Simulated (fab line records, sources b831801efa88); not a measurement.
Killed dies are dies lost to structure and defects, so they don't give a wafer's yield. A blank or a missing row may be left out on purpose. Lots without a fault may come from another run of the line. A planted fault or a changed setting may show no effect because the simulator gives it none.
Chamber matching | flow sky130 | SKY_SPACER_ETCHBACK_02 on rie_diel-01: 4 sister chambers
The step etches Si3N4 in CH3F/O2, stops on SiO2, time 46.7 s, target depth 45 nm. 4 wafers are shown with their chamber, then 8 later ones without.

WAFERS WITH THEIR CHAMBER
wafer  | chamber | oes_product_au (a.u.)
L507.1 | 0       | 0.845
L507.3 | 1       | 0.849
L507.6 | 2       | 0.862
L508.1 | 3       | 0.867

WAFERS WITHOUT THEIR CHAMBER
wafer  | oes_product_au (a.u.)
L508.4 | 0.857
L508.5 | 0.858
L516.3 | 0.853
L516.5 | 0.867
L516.6 | 0.853
L518.1 | 0.858
L518.5 | 0.850
L518.6 | 0.847

WHICH CHAMBER EACH WENT THROUGH
wafer  | from the rows above          | in truth
L508.4 | can't be placed: 2 or 1 or 3 | 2
L508.5 | can't be placed: 2 or 1 or 3 | 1
L516.3 | can't be placed: 1 or 0 or 2 | 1
L516.5 | can't be placed: 3 or 2      | 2
L516.6 | can't be placed: 1 or 0 or 2 | 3
L518.1 | can't be placed: 2 or 1 or 3 | 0
L518.5 | can't be placed: 1 or 0      | 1
L518.6 | can't be placed: 0 or 1      | 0
Placed correctly: 0 of 8. Can't be placed from these rows: 8 (the true chamber is among the candidates in 6). Placed wrongly: 0.
How it was worked out, from the rows above alone: a wafer's distance from a chamber is the root of the sum, over the readings, of the square of ((its reading less the chamber's mean) divided by the reading's scatter). The wafer belongs to the nearest chamber; if the next one is less than 2 further off, it can't be placed. A chamber's mean is the mean of its shown wafers. The scatter: with one shown wafer a chamber, the root of the mean of the squares of how far each hidden wafer lies from its nearest shown one.
